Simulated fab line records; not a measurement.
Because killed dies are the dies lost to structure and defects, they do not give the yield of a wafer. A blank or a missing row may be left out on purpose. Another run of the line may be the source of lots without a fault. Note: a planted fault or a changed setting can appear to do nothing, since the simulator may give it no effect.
Struck lot and sound lot, side by side | flow sky130 | 16 out of 708 route steps
Sound: these wafers, L843.4, L843.5, L843.6. Wafers struck: L851.1, L851.4, L851.5. Last of all comes the cause.
At each step with rows: each side's tool, then ch and its chambers, then its first start. Under that, the readings that differ: sound wafers | struck wafers | difference of the means | sigmas: that difference in standard deviations of wafers without a fault.
alike: readings with means less than 2 such deviations apart, plus words and numbers identical on both sides. not compared: withheld readings, readings lacking a value on some wafer, bounds such as >300 that could conceal the same value, and numbers that have no deviation in the record and whose values overlap.
The two part at a step that has a row with sigmas, a row that says differs or no value, or rows on one side only. Non-overlapping numbers with no deviation appear without sigmas and do not part them. A reading missing from all wafers of one side parts the sides only when that side holds two or more wafers.

first, 1 step without rows for these wafers: SKY_VT_ADJUST_LVTN_IMPLANT_19.
SKY_VT_ADJUST_LVTN_STRIP_20: strips in O2/N2.
  sound on plasma asher-04 ch 0,1, day 11 18:44; struck on plasma asher-02 ch 0,1, day 13 21:30
  alike: drypump motor current A, oes product au, strip time to endpoint s
  not compared: rf hours counter h
SKY_VT_ADJUST_LVTN_TW_MEAS_21:
  struck on film metro-04, day 13 21:36; sound on film metro-01, day 11 18:49
  reading             | sound             | struck            | difference | sigmas
  VT_ADJUST_LVTN_2_TW | 189.6 190.5 188.9 | 185.4 185.4 186.3 | -4.0       | -3
then, 7 steps without rows for these wafers: SKY_VT_ADJUST_NCORE_DEHYDRATE_00 (time 60 s); SKY_VT_ADJUST_NCORE_HMDS_01 (prime time 60 s); SKY_VT_ADJUST_NCORE_COAT_02 (resist thk 1140 nm); SKY_VT_ADJUST_NCORE_SOFTBAKE_03 (time 60 s); SKY_VT_ADJUST_NCORE_EXPOSE_04 (exposes mask LVTN COMPLEMENT THIN, target cd 380 nm); SKY_VT_ADJUST_NCORE_PEB_05; SKY_VT_ADJUST_NCORE_DEVELOP_06 (develop time 60 s).
SKY_VT_ADJUST_NCORE_CD_MEAS_07: the cd target is 380 nm.
  struck on cd sem-02, day 14 23:16; sound on cd sem-01, day 12 18:54
  alike: cd nm
SKY_VT_ADJUST_NCORE_OVL_MEAS_08:
  struck on overlay-02, day 14 23:23; sound on overlay-01, day 12 18:58
  reading                  | sound          | struck        | difference | sigmas
  VT_ADJUST_NCORE_OVL (nm) | -4.6 -3.8 -2.9 | 0.6 -1.2 -0.1 | +3.5       | +2
SKY_VT_ADJUST_NCORE_IMPLANT_09:
  sound on implanter-02 ch 0, day 12 19:04; struck on implanter-02 ch 0, day 14 23:25
  reading            | sound             | struck            | difference | sigmas
  beam on s (s)      | 10.37 9.93 9.82   | 11.78 12.09 12.20 | +1.98      | +10
  faraday current uA | 12.98 13.58 13.74 | 11.49 11.16 11.10 | -2.18      | -8
SKY_VT_ADJUST_NCORE_STRIP_10: strips in O2/N2.
  sound on plasma asher-01 ch 0,1, day 12 19:11; struck on plasma asher-01 ch 0,1, day 14 23:34
  alike: drypump motor current A, oes product au, strip time to endpoint s
  not compared: rf hours counter h
SKY_VT_ADJUST_NCORE_TW_MEAS_11:
  struck on film metro-04, day 14 23:53; sound on film metro-04, day 12 19:16
  reading            | sound             | struck            | difference | sigmas
  VT_ADJUST_NCORE_TW | 219.1 218.2 218.0 | 229.7 228.0 227.5 | +10.0      | +7
  not compared: hold
-- a jump in the record: the struck wafers' starts before and after are 36 days apart (it breaks off in module VT_ADJUST_NCORE and resumes in module PAD_OPEN, where the first step shown is number 708 of the route) --
SKY_PAD_OPEN_PROBE_99:
  struck on prober-02, day 50 15:53; sound on prober-02, day 49 04:11
  reading                                    | sound                        | struck                        | difference | sigmas
  model.etest.nfet_16v.r on ohm um           | 1.414e+04 1.41e+04 1.414e+04 | 1.475e+04 1.474e+04 1.485e+04 | +6.533e+02 |
  model.etest.pfet g5v0d10v5.r on ohm um     | 4666 4759 4709               | 4564 4575 4664                | -110       |
  model.etest.res pwell under gate.rs ohm sq | 2281 2280 2275               | 2247 2249 2242                | -33        |
  model.etest.nfet g5v0d10v5.r on ohm um     | 1877 1886 1883               | 1914 1929 1959                | +52        |
  model.etest.tip_p_5v.rs ohm sq             | 2846 2846 2844               | 2860 2864 2848                | +12        |
  model.etest.tip_n_5v.rs ohm sq             | 1372 1380 1379               | 1418 1411 1416                | +38        |
  model.etest.nfet g5v0d10v5.drive ua um     | 610.8 610.2 612.1            | 590.4 581.5 580               | -27.1      |
  alike: killed_at_M0_to_M3, killed_at_M4_up, killed at contacts, killed at front end, killed at other, killed dies, killed open, killed short
  not compared: model.etest.pfet_16v.r on ohm um

## WHERE THEY PART
Earliest at SKY_VT_ADJUST_LVTN_TW_MEAS_21; latest, in this record, at SKY_VT_ADJUST_NCORE_TW_MEAS_11. Later steps at which nothing parts them and some readings are alike: SKY_PAD_OPEN_PROBE_99.

WHY: the cause the simulator had injected
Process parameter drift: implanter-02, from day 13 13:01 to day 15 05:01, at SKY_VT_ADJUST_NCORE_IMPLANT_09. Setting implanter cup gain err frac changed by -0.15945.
